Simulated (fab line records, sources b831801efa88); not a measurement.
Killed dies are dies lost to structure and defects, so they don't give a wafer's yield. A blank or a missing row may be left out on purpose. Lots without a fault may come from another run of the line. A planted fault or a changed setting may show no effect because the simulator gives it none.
Chamber matching | flow sfq_line | SFQ_TRILAYER_I1_DEP_PECVD_045 on pecvd-04: 3 sister chambers
The step deposits SiO2 from SiH4/N2O, time 111.11 s, target thk 500 nm. 3 wafers are shown with their chamber, then 8 later ones without.

WAFERS WITH THEIR CHAMBER
wafer  | chamber | throttle_valve_pct (%)
L733.4 | 1       | 25.1
L736.3 | 2       | 23.6
L737.2 | 0       | 27.4

WAFERS WITHOUT THEIR CHAMBER
wafer  | throttle_valve_pct (%)
L737.3 | 25.6
L737.5 | 27.7
L739.2 | 25.0
L739.5 | 27.3
L739.6 | 23.9
L741.2 | 25.4
L741.3 | 27.5
L741.4 | 25.2

WHICH CHAMBER EACH WENT THROUGH
wafer  | from the rows above | in truth
L737.3 | 1                   | 1
L737.5 | 0                   | 0
L739.2 | 1                   | 1
L739.5 | 0                   | 0
L739.6 | 2                   | 2
L741.2 | 1                   | 1
L741.3 | 0                   | 0
L741.4 | 1                   | 1
Placed correctly: 8 of 8. Can't be placed from these rows: 0. Placed wrongly: 0.
How it was worked out, from the rows above alone: a wafer's distance from a chamber is the root of the sum, over the readings, of the square of ((its reading less the chamber's mean) divided by the reading's scatter). The wafer belongs to the nearest chamber; if the next one is less than 2 further off, it can't be placed. A chamber's mean is the mean of its shown wafers. The scatter: with one shown wafer a chamber, the root of the mean of the squares of how far each hidden wafer lies from its nearest shown one.
